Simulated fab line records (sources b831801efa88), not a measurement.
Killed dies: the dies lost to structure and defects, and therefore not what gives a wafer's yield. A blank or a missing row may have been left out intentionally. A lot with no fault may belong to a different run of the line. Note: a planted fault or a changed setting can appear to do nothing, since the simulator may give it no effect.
Which tool is to blame? | flow gf180mcu | 36 wafers from 12 lots sampled at 6 of the route's 602 steps

== WHAT THE GAUGES SHOWED, per wafer ==
GF_STI_BOW_MEAS_00.
lot  | measured    | on            | INCOMING_BOW (um)
L402 | day 1 10:00 | film_metro-04 | -4 2 -13
L403 | day 1 15:01 | film_metro-01 | -7 -3 3
L404 | day 1 20:02 | film_metro-04 | 10 -4 4
L405 | day 2 01:00 | film_metro-04 | -3 9 -12
L406 | day 2 06:00 | film_metro-04 | -9 0 12
L410 | day 3 02:00 | film_metro-04 | -6 -5 -8
L411 | day 3 07:00 | film_metro-01 | 1 -2 13
L412 | day 3 12:00 | film_metro-04 | -7 0 -6
L416 | day 4 08:00 | film_metro-03 | -4 5 0
L417 | day 4 13:02 | film_metro-04 | 2 8 2
L418 | day 4 18:01 | film_metro-01 | -9 4 7
L425 | day 6 05:04 | film_metro-04 | -7 -1 7

GF_PSD_TW_MEAS_11.
lot  | measured     | on            | PSD_TW
L402 | day 15 00:42 | film_metro-04 | 3150 3169 3166
L403 | day 15 07:13 | film_metro-02 | 3205 3200 3200
L404 | day 15 16:04 | film_metro-04 | 3165 3150 3150
L405 | day 15 16:41 | film_metro-02 | 3201 3210 3201
L406 | day 15 19:17 | film_metro-02 | 3192 3205 3209
L410 | day 17 00:08 | film_metro-02 | 3245 3221 3209
L411 | day 17 09:13 | film_metro-04 | 3570 3566 3573
L412 | day 17 17:58 | film_metro-02 | 3622 3617 3613
L416 | day 18 21:51 | film_metro-01 | 3236 3209 3209
L417 | day 19 08:23 | film_metro-01 | 3635 3621 3654
L418 | day 19 19:00 | film_metro-02 | 3217 3188 3207
L425 | day 21 23:19 | film_metro-02 | 3218 3210 3211

GF_PSD_RS_MEAS_15: measurement is done with a four-point probe.
lot  | measured     | on            | PSD_RS (ohm/sq)
L402 | day 15 01:01 | film_metro-02 | 107.85 107.95 108.17
L403 | day 15 07:32 | film_metro-01 | 107.96 108.33 108.19
L404 | day 15 16:24 | film_metro-02 | 108.63 108.63 108.47
L405 | day 15 17:01 | film_metro-01 | 108.61 107.96 108.14
L406 | day 15 19:37 | film_metro-04 | 108.25 108.07 107.99
L410 | day 17 00:32 | film_metro-04 | 108.12 107.88 108.10
L411 | day 17 09:46 | film_metro-04 | 97.55 97.37 97.46
L412 | day 17 18:22 | film_metro-04 | 97.55 97.55 97.42
L416 | day 18 22:13 | film_metro-02 | 107.99 108.23 108.09
L417 | day 19 08:43 | film_metro-02 | 97.63 97.78 97.81
L418 | day 19 19:29 | film_metro-01 | 107.79 108.49 108.17
L425 | day 21 23:40 | film_metro-01 | 108.26 108.58 108.42

GF_V1_BOW_MEAS_05.
lot  | measured     | on            | V1_BOW (um)
L402 | day 17 23:02 | film_metro-04 | 87 92 77
L403 | day 18 07:02 | film_metro-04 | 75 79 88
L404 | day 18 16:50 | film_metro-04 | 89 75 84
L405 | day 18 17:19 | film_metro-01 | 75 87 68
L406 | day 18 21:29 | film_metro-03 | 73 82 95
L410 | day 20 06:13 | film_metro-03 | 70 73 71
L411 | day 20 14:27 | film_metro-03 | 80 77 92
L412 | day 20 23:51 | film_metro-04 | 74 80 75
L416 | day 22 03:22 | film_metro-04 | 84 92 87
L417 | day 22 17:20 | film_metro-03 | 83 89 84
L418 | day 22 23:45 | film_metro-01 | 70 84 86
L425 | day 24 23:55 | film_metro-01 | 79 88 95

== TOOL THAT RAN EACH LOT (tool first, then ch and the chambers of the sampled wafers, then the start) ==
lot  | GF_PSD_IMPLANT_09               | GF_PSD_STRIP_10
L402 | implanter-02 ch 0, day 15 00:27 | plasma_asher-03 ch 0,1, day 15 00:36
L403 | implanter-02 ch 0, day 15 06:58 | plasma_asher-04 ch 0,1, day 15 07:06
L404 | implanter-01 ch 0, day 15 15:51 | plasma_asher-04 ch 0,1, day 15 15:59
L405 | implanter-02 ch 0, day 15 16:26 | plasma_asher-02 ch 0,1, day 15 16:35
L406 | implanter-04 ch 0, day 15 19:02 | plasma_asher-04 ch 0,1, day 15 19:11
L410 | implanter-01 ch 0, day 16 23:53 | plasma_asher-03 ch 0,1, day 17 00:02
L411 | implanter-01 ch 0, day 17 08:38 | plasma_asher-02 ch 0,1, day 17 09:07
L412 | implanter-01 ch 0, day 17 17:24 | plasma_asher-04 ch 0,1, day 17 17:52
L416 | implanter-01 ch 0, day 18 21:36 | plasma_asher-03 ch 0,1, day 18 21:45
L417 | implanter-02 ch 0, day 19 07:51 | plasma_asher-03 ch 0,1, day 19 08:18
L418 | implanter-01 ch 0, day 19 18:46 | plasma_asher-02 ch 0,1, day 19 18:53
L425 | implanter-02 ch 0, day 21 23:07 | plasma_asher-04 ch 0,1, day 21 23:14
- GF_PSD_IMPLANT_09
- GF_PSD_STRIP_10: strips in O2/N2.

== WHAT THE TOOLS THEMSELVES READ (means of the sampled wafers that have a number; where no wafer has one, the mark that the record gives instead) ==
GF_PSD_STRIP_10.
lot  | tool            | drypump_motor_current_A (A) | heater_power_w (W) | oes_product_au (a.u.) | strip_time_to_endpoint_s (s)
L402 | plasma_asher-03 | 6.3                         | 299                | 0.594                 | 16.59
L403 | plasma_asher-04 | 6.0                         | 338                | 0.591                 | 16.55
L404 | plasma_asher-04 | 6.0                         | 334                | 0.593                 | 16.55
L405 | plasma_asher-02 | 5.4                         | 322                | 0.592                 | 16.49
L406 | plasma_asher-04 | 5.8                         | 375                | 0.590                 | 16.52
L410 | plasma_asher-03 | 6.3                         | 295                | 0.593                 | 16.52
L411 | plasma_asher-02 | 5.4                         | 314                | 0.549                 | 18.97
L412 | plasma_asher-04 | 6.0                         | 339                | 0.546                 | 18.96
L416 | plasma_asher-03 | 6.3                         | 297                | 0.589                 | 16.54
L417 | plasma_asher-03 | 6.4                         | 296                | 0.550                 | 18.86
L418 | plasma_asher-02 | 5.4                         | 311                | 0.590                 | 16.54
L425 | plasma_asher-04 | 5.8                         | 369                | 0.592                 | 16.53

== THE ANSWER, worked out from the rows above alone ==
Rule: what is usual is taken from the lots themselves. Put in order of their means at a reading, lots are off if they are a third of the lots or fewer, leave a main group of 4 or more, and stand apart from it by a gap of 3 or more times the standard deviation of the main group's means; of several such gaps the widest counts. A main group whose means are all the same, to the digits that the tables above print for the reading, isn't used. Also off: a lot with no number at a reading for which 4 or more lots have one. The other lots that the step has rows for count as sound. Order of review: gauges by route order, followed by the tools' own readings, for which a lot's mean as printed above is used. At the first step where some lot is off, the reading lying furthest off is the one used; lots without a number count as furthest.
Off: L411, L412, L417, at GF_PSD_TW_MEAS_11 (PSD_TW). Main group: mean 3198, sd 23.
If a tool, at a process step before that reading, ran all the lots that are off and no sound lot after the first of them, it fits. Not tried: the gauges at GF_PSD_TW_MEAS_11; whatever is off there is also off at GF_PSD_STRIP_10, on other tools, and gauge error can't account for it. None of those tried fits.

== WHAT THE SIMULATOR HAD PUT IN ==
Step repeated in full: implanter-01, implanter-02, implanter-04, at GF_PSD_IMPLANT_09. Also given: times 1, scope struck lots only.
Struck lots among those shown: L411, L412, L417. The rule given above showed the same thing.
